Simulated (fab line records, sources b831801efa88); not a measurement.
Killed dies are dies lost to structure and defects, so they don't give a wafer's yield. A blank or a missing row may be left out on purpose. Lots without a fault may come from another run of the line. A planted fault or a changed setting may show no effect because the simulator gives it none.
fab line records | flow sky130
record lots=10 wafers=30 last_day=50
route steps=708 shown FIELD_ISO@17 VT_ADJUST_HVTP@95 VT_ADJUST_LVTN@106
lots that met no fault: from a run of the same line without faults
start_h: hours from the record's first day to the start of the lot's first wafer shown | wait_h: hours since the lot's step before | " the same as in the row above | L1.1+2: a row that stands for several wafers | - no value, or no start given | * or withheld: withheld | < > ~ a bound
route shown NAME@n: a module of which the file shows steps, and the number in the route of the first | usual: mean/standard deviation of fault-free wafers | same: alike in all rows | chamber/n: place in a boat | sites: the reading at each site | _std_site: their standard deviation | _edge_site: outer sites' mean less inner sites' | radius_mm: how far each site lies from the wafer's centre | mask NAME#n: copy n | behind: the tool/chamber that last shaped the wafer | hold: why the lot was held/for how many hours/how that ended | device: the transistor (n, p or np) that didn't switch | end of line: the same wafers' tests at the end of the route | a step without rows: its recipe alone | killed: dies lost to structure and defects at the first sort, not the wafer's yield | map: a wafer's dies, x killed, . not, _ none there
set.NAME: the setting as run; set.NAME@STEP: as run at that earlier step | model.NAME: the simulator's own value behind a step, which no gauge read
steps of the route over a sample of lots; a table a step, a row a wafer
services: from which hour (start_h, from the record's first day; less than 0 if before it) a tool's chamber was out of use, for how many hours, and why
## steps
# step SKY_FIELD_ISO_STRIP_16
# recipe chemistry=O2/N2 power_w=1400 pressure_mtorr=1500 platen_temp_c=withheld o2_flow_sccm=3000 n2_flow_sccm=300 overash_fraction=0.5
# usual chamber_pressure_mTorr=1499.9/1.2 drypump_motor_current_A=5.5/0.51 n2_flow_sccm=300.1/0.92 oes_product_au=0.378/0.0049 strip_time_to_endpoint_s=3.55/0.048
# columns lot.wafer tool chamber start_h wait_h chamber_pressure_mTorr drypump_motor_current_A n2_flow_sccm oes_product_au rf_hours_counter_h strip_time_to_endpoint_s
L583.3 plasma_asher-01 0 36.58 0.1 1498.8 4.9 300.2 0.381 - 3.63
L583.4 " 1 " " 1499.5 5.6 300.3 0.372 - 3.48
L583.5 " 1 " " 1501.4 5.6 300.0 0.376 - 3.57
L585.1 plasma_asher-01 1 44.40 0.0 1500.3 5.6 299.8 0.381 38 3.54
L585.2 " 0 " " 1499.9 4.9 301.2 0.375 38 3.46
L585.4 " 0 " " 1500.1 4.9 300.6 0.379 - 3.50
L586.1 plasma_asher-02 0 49.90 0.0 1499.5 6.5 300.5 0.381 33 3.55
L586.5 " 1 " " 1499.9 5.5 300.4 0.375 - 3.59
L586.6 " 0 " " 1500.9 6.5 300.4 0.374 - 3.52
L587.2 plasma_asher-02 1 54.19 0.0 1500.3 5.5 300.2 0.371 34 3.48
L587.3 " 0 " " 1500.0 6.4 300.9 0.375 - 3.61
L587.4 " 1 " " 1500.3 5.5 300.1 0.374 - 3.62
L592.1 plasma_asher-02 1 80.79 0.0 1499.0 5.5 299.8 0.380 37 3.55
L592.3 " 1 " " 1499.8 5.5 299.9 0.391 - 3.49
L592.4 " 0 " " 1501.9 6.4 300.7 0.381 - 3.49
L593.2 plasma_asher-04 0 86.36 0.0 1501.2 5.0 300.4 0.382 40 3.52
L593.4 " 0 " " 1499.0 5.0 301.8 0.383 - 3.61
L593.5 " 1 " " 1500.8 5.4 299.8 0.374 - 3.51
L595.2 plasma_asher-01 0 97.24 0.0 1501.0 4.9 301.7 0.380 43 3.53
L595.3 " 0 " " 1500.6 4.9 301.1 0.370 - 3.54
L595.5 " 1 " " 1501.4 5.5 300.2 0.380 - 3.52
L596.3 plasma_asher-02 1 101.78 0.1 1498.6 5.5 299.7 0.371 - 3.49
L596.5 " 1 " " 1500.4 5.5 299.7 0.388 - 3.61
L596.6 " 0 " " 1499.2 6.4 300.9 0.383 - 3.49
L597.4 plasma_asher-02 1 105.93 0.1 1500.1 5.5 299.2 0.384 - 3.61
L597.5 " 0 " " 1497.9 6.4 299.7 0.377 - 3.54
L597.6 " 1 " " 1500.8 5.5 301.2 0.383 - 3.60
L605.2 plasma_asher-02 1 148.35 0.0 1501.2 5.5 300.1 0.376 44 3.55
L605.3 " 0 " " 1500.1 6.4 299.8 0.382 - 3.65
L605.4 " 1 " " 1499.3 5.5 300.2 0.376 - 3.53
# step SKY_FIELD_ISO_THK_MEAS_23
# recipe reads=SiO2_of_FIELD_ISO_OXIDATION_22
# usual FIELD_ISO_OXIDATION_01_THK=10.03/0.18
# columns lot.wafer tool chamber start_h wait_h FIELD_ISO_OXIDATION_01_THK[nm]
L583.3 film_metro-04 - 39.21 0.0 10.26
L583.4 " - " " 10.15
L583.5 " - " " 10.21
L585.1 film_metro-04 - 46.02 0.0 10.15
L585.2 " - " " 10.03
L585.4 " - " " 10.08
L586.1 film_metro-02 - 53.36 0.0 10.27
L586.5 " - " " 10.33
L586.6 " - " " 10.27
L587.2 film_metro-04 - 56.06 0.0 10.06
L587.3 " - " " 10.15
L587.4 " - " " 10.26
L592.1 film_metro-04 - 82.68 0.0 10.39
L592.3 " - " " 10.17
L592.4 " - " " 10.30
L593.2 film_metro-04 - 88.12 0.0 9.93
L593.4 " - " " 10.12
L593.5 " - " " 9.96
L595.2 film_metro-02 - 99.30 0.0 9.93
L595.3 " - " " 10.11
L595.5 " - " " 10.04
L596.3 film_metro-02 - 103.42 0.0 10.09
L596.5 " - " " 9.87
L596.6 " - " " 10.07
L597.4 film_metro-04 - 108.59 0.0 9.85
L597.5 " - " " 10.11
L597.6 " - " " 9.91
L605.2 film_metro-01 - 150.28 0.0 10.07
L605.3 " - " " 9.85
L605.4 " - " " 10.03
# step SKY_FIELD_ISO_CMP_27
# recipe stop_on=Si3N4 t_overpolish_s=16 down_force_psi=4 platen_rpm=60 target_thk_nm=457.8 pad_velocity_m_s=0.94248
# usual head_pressure_psi=4.000/0.0093 motor_current_A=11.7/1.1 overpolish_run_s=16.000/0.009 time_to_endpoint_s=113/5.4
# columns lot.wafer tool chamber start_h wait_h head_pressure_psi motor_current_A overpolish_run_s time_to_endpoint_s
L583.4 cmp-01 0 40.93 0.1 3.991 11.1 16.008 121
L583.3 " 2 " " 4.002 11.9 15.987 106
L583.5 " 0 " " 4.004 11.0 16.017 117
L585.2 cmp-01 1 49.10 0.1 3.988 12.1 15.990 115
L585.1 " 2 " " 4.000 11.6 15.997 113
L585.4 " 3 " " 4.007 13.3 15.996 113
L586.1 cmp-01 1 56.21 0.0 4.006 12.5 16.006 114
L586.6 " 1 " " 3.996 11.9 16.004 118
L586.5 " 2 " " 4.019 11.5 15.994 112
L587.3 cmp-01 3 59.06 0.0 3.989 12.9 16.005 118
L587.2 " 0 " " 3.995 11.0 15.994 122
L587.4 " 2 " " 3.991 11.5 16.010 110
L592.3 cmp-02 2 84.37 0.0 3.996 10.9 16.003 117
L592.1 " 3 " " 3.987 13.1 16.004 104
L592.4 " 1 " " 4.002 10.4 15.994 104
L593.2 cmp-02 2 89.80 0.0 4.022 10.6 15.989 122
L593.4 " 0 " " 4.012 9.4 15.986 116
L593.5 " 2 " " 4.019 10.6 15.998 123
L595.3 cmp-01 2 101.04 0.1 4.010 11.9 15.997 102
L595.2 " 0 " " 3.995 11.2 16.008 112
L595.5 " 1 " " 3.997 12.4 15.992 112
L596.3 cmp-01 2 105.19 0.1 4.014 11.9 16.019 105
L596.6 " 0 " " 4.000 11.1 15.987 115
L596.5 " 1 " " 4.019 12.3 15.998 114
L597.4 cmp-01 1 110.78 0.0 4.000 11.7 15.981 112
L597.6 " 1 " " 4.010 12.3 15.998 111
L597.5 " 2 " " 4.006 12.1 16.002 103
L605.4 cmp-01 3 152.00 0.0 3.983 13.1 15.996 112
L605.3 " 0 " " 3.989 10.8 15.990 115
L605.2 " 1 " " 3.975 12.7 16.007 111
# step SKY_VT_ADJUST_HVTP_STRIP_10
# recipe chemistry=O2/N2 power_w=1400 pressure_mtorr=1500 platen_temp_c=withheld o2_flow_sccm=3000 n2_flow_sccm=300 overash_fraction=0.5
# usual chamber_pressure_mTorr=1500.1/1.4 drypump_motor_current_A=5.4/0.44 n2_flow_sccm=300.1/0.89 oes_product_au=0.716/0.0045 strip_time_to_endpoint_s=14.17/0.036
# columns lot.wafer tool chamber start_h wait_h chamber_pressure_mTorr drypump_motor_current_A n2_flow_sccm oes_product_au rf_hours_counter_h strip_time_to_endpoint_s
L583.3 plasma_asher-04 1 131.77 0.1 1502.6 5.4 300.9 0.717 - 14.16
L583.4 " 0 " " 1500.0 5.0 301.0 0.716 - 14.20
L583.5 " 0 " " 1499.4 5.0 299.7 0.709 - 14.18
L585.1 plasma_asher-04 1 140.27 0.1 1500.5 5.5 299.7 0.711 46 14.15
L585.2 " 0 " " 1499.4 5.0 300.3 0.716 46 14.13
L585.4 " 1 " " 1498.5 5.5 299.9 0.714 - 14.17
L586.1 plasma_asher-01 0 149.09 0.1 1502.2 4.9 299.1 0.719 3 14.15
L586.5 " 1 " " 1501.0 5.5 299.5 0.718 - 14.11
L586.6 " 0 " " 1499.1 4.9 300.6 0.722 - 14.15
L587.2 plasma_asher-01 1 152.18 0.1 1502.1 5.6 299.5 0.712 3 14.20
L587.3 " 1 " " 1499.7 5.6 298.4 0.714 - 14.18
L587.4 " 0 " " 1499.8 4.9 302.3 0.712 - 14.24
L592.1 plasma_asher-01 0 185.64 0.1 1501.5 4.9 299.5 0.722 7 14.22
L592.3 " 1 " " 1500.1 5.6 301.1 0.724 - 14.19
L592.4 " 0 " " 1501.6 4.9 299.5 0.716 - 14.16
L593.2 plasma_asher-01 0 189.14 0.1 1500.2 4.9 301.5 0.717 7 14.17
L593.4 " 0 " " 1499.9 4.9 301.0 0.717 - 14.16
L593.5 " 0 " " 1499.0 4.9 300.3 0.711 - 14.17
L595.2 plasma_asher-04 0 202.97 0.1 - - - - - -
L595.3 " 1 " " - - - - - -
L595.5 " 1 " " - - - - - -
L596.3 plasma_asher-01 1 209.51 0.1 - - - - - -
L596.5 " 0 " " - - - - - -
L596.6 " 1 " " - - - - - -
L597.4 plasma_asher-04 0 216.07 0.1 1499.5 5.0 301.5 0.714 - 14.18
L597.5 " 0 " " 1500.2 5.0 301.0 0.720 - 14.21
L597.6 " 1 " " 1501.2 5.4 301.7 0.717 - 14.18
L605.2 plasma_asher-02 1 265.43 0.1 1501.6 5.5 298.5 0.708 55 14.12
L605.3 " 0 " " 1499.0 6.4 300.0 0.716 - 14.14
L605.4 " 1 " " 1502.7 5.5 299.5 0.724 - 14.13
# step SKY_VT_ADJUST_LVTN_STRIP_09
# recipe chemistry=O2/N2 power_w=1400 pressure_mtorr=1500 platen_temp_c=withheld o2_flow_sccm=3000 n2_flow_sccm=300 overash_fraction=0.5
# usual chamber_pressure_mTorr=1500.0/1.3 drypump_motor_current_A=5.6/0.65 n2_flow_sccm=300.1/0.75 oes_product_au=0.722/0.0044 strip_time_to_endpoint_s=36.94/0.12
# columns lot.wafer tool chamber start_h wait_h chamber_pressure_mTorr drypump_motor_current_A n2_flow_sccm oes_product_au rf_hours_counter_h strip_time_to_endpoint_s
L583.3 plasma_asher-03 1 151.06 0.1 1499.0 4.9 300.9 0.718 - 36.83
L583.4 " 0 " " 1499.7 6.5 300.2 0.716 - 36.82
L583.5 " 1 " " 1501.4 4.9 299.7 0.718 - 36.79
L585.1 plasma_asher-03 1 159.37 0.1 1499.7 4.9 301.1 0.718 35 36.93
L585.2 " 0 " " 1499.3 6.5 300.0 0.722 35 36.88
L585.4 " 1 " " 1501.6 4.9 300.3 0.725 - 36.81
L586.1 plasma_asher-03 1 169.32 0.1 1502.2 4.9 300.9 0.724 36 36.99
L586.5 " 1 " " 1499.4 4.9 300.1 0.720 - 36.83
L586.6 " 0 " " 1499.9 6.5 300.2 0.714 - 36.83
L587.2 plasma_asher-01 0 172.50 0.1 1500.7 4.9 299.9 0.729 5 36.97
L587.3 " 1 " " 1498.2 5.6 300.1 0.719 - 36.98
L587.4 " 0 " " 1500.5 4.9 299.8 0.725 - 36.93
L592.1 plasma_asher-01 0 208.32 0.1 1497.8 4.9 301.3 0.724 8 37.06
L592.3 " 0 " " 1499.9 4.9 300.0 0.720 - 36.79
L592.4 " 1 " " 1499.6 5.6 300.8 0.734 - 37.01
L593.2 plasma_asher-03 0 211.17 0.1 1501.8 6.5 301.4 0.726 40 37.13
L593.4 " 1 " " 1495.0 5.0 299.1 0.723 - 36.96
L593.5 " 1 " " 1498.3 5.0 301.0 0.728 - 37.07
L595.2 plasma_asher-02 0 225.20 0.1 1500.8 6.4 300.9 0.725 51 53.63
L595.3 " 0 " " 1500.0 6.4 300.2 0.723 - 53.57
L595.5 " 1 " " 1501.0 5.5 299.6 0.731 - 53.63
L596.3 plasma_asher-02 0 233.20 0.1 1497.2 6.4 299.9 0.718 - 53.75
L596.5 " 0 " " 1499.4 6.5 300.3 0.730 - 53.93
L596.6 " 1 " " 1500.4 5.5 299.1 0.719 - 53.75
L597.4 plasma_asher-01 1 239.11 0.1 1499.7 5.6 301.0 0.722 - 36.82
L597.5 " 0 " " 1498.1 4.9 300.9 0.728 - 36.81
L597.6 " 1 " " 1499.2 5.6 300.5 0.721 - 36.80
L605.2 plasma_asher-01 1 289.97 0.1 1498.7 5.6 301.1 0.722 16 37.02
L605.3 " 1 " " 1499.7 5.6 299.7 0.728 - 37.13
L605.4 " 0 " " 1499.8 4.9 299.5 0.732 - 37.01
# step SKY_VT_ADJUST_LVTN_TW_MEAS_10
# usual VT_ADJUST_LVTN_TW=242.5/2.2
# columns lot.wafer tool chamber start_h wait_h hold VT_ADJUST_LVTN_TW
L583.3 film_metro-04 - 151.14 0.1 - 246.1
L583.4 " - " " - 245.5
L583.5 " - " " - 244.7
L585.1 film_metro-03 - 159.47 0.1 - 238.8
L585.2 " - " " - 238.4
L585.4 " - " " - 239.9
L586.1 film_metro-04 - 169.42 0.1 - 243.9
L586.5 " - " " - 244.8
L586.6 " - " " - 245.9
L587.2 film_metro-03 - 172.61 0.1 - 239.6
L587.3 " - " " - 239.5
L587.4 " - " " - 239.5
L592.1 film_metro-01 - 208.42 0.1 - 240.8
L592.3 " - " " - 240.3
L592.4 " - " " - 239.8
L593.2 film_metro-04 - 211.28 0.1 - 244.7
L593.4 " - " " - 245.4
L593.5 " - " " - 244.0
L595.2 film_metro-03 - 225.31 0.1 await_dispo/0.2h/release 29.8
L595.3 " - " " await_dispo/0.2h/release 29.7
L595.5 " - " " await_dispo/0.2h/release 29.7
L595.2 film_metro-03 - 225.54 0.2 - 29.8
L595.3 " - " " - 29.8
L595.5 " - " " - 29.9
L596.3 film_metro-04 - 233.29 0.1 await_dispo/0.2h/release 30.4
L596.5 " - " " await_dispo/0.2h/release 30.5
L596.6 " - " " await_dispo/0.2h/release 30.3
L596.3 film_metro-04 - 233.51 0.2 - 30.4
L596.5 " - " " - 30.3
L596.6 " - " " - 30.4
L597.4 film_metro-04 - 239.20 0.1 - 244.8
L597.5 " - " " - 244.8
L597.6 " - " " - 244.4
L605.2 film_metro-03 - 290.08 0.1 - 239.8
L605.3 " - " " - 240.2
L605.4 " - " " - 239.1
## services
# columns tool chamber start_h hours kind
plasma_asher-01 - 28.13 2.2 repair
cmp-02 - 31.57 1.7 repair
cmp-02 - 48.42 2.1 repair
cmp-02 - 56.55 0.6 repair
cmp-01 - 61.56 8.5 pm
plasma_asher-01 - 62.12 4.3 pm
cmp-01 - 70.09 4.0 pm
cmp-01 - 72.05 3.5 repair
plasma_asher-02 - 84.42 3.1 repair
plasma_asher-01 - 108.75 9.0 pm
plasma_asher-03 - 114.78 2.1 repair
cmp-02 - 115.20 5.6 pm
cmp-01 - 119.78 0.5 repair
plasma_asher-02 - 144.39 1.7 repair
cmp-01 - 150.20 1.1 repair
plasma_asher-02 - 174.23 2.8 pm
plasma_asher-04 - 175.02 4.3 repair
plasma_asher-04 - 187.30 2.8 pm
plasma_asher-01 - 194.78 11.0 repair
cmp-02 - 196.29 1.6 repair
plasma_asher-02 - 204.79 1.5 repair
cmp-01 - 220.96 1.0 repair
cmp-01 - 226.97 2.5 repair
plasma_asher-03 - 271.22 1.3 repair
## key
first_sign step=SKY_VT_ADJUST_HVTP_STRIP_10 reading=tool_record direction=missing
effect step=SKY_VT_ADJUST_LVTN_STRIP_09 reading=strip_time_to_endpoint_s direction=up sigmas=99+ usual=* struck=*
effect step=SKY_VT_ADJUST_LVTN_TW_MEAS_10 reading=visit direction=added
effect step=SKY_VT_ADJUST_LVTN_TW_MEAS_10 reading=VT_ADJUST_LVTN_TW direction=down sigmas=97 usual=242.5 struck=30.1
met_at SKY_VT_ADJUST_HVTP_STRIP_10
struck_lots L595,L596
scrapped_behind SKY_VT_ADJUST_LVTN_TW_MEAS_10 L595.2,L595.3,L595.5,L596.3,L596.5,L596.6
not_acting_at SKY_FIELD_ISO_STRIP_16,SKY_FIELD_ISO_THK_MEAS_23,SKY_FIELD_ISO_CMP_27
onset_between 189.14 202.97
fault kind=skipped_step_whole tool=plasma_asher-01,plasma_asher-04 chamber=- onset_h=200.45 steps=SKY_VT_ADJUST_HVTP_STRIP_10 scope=struck_lots_only
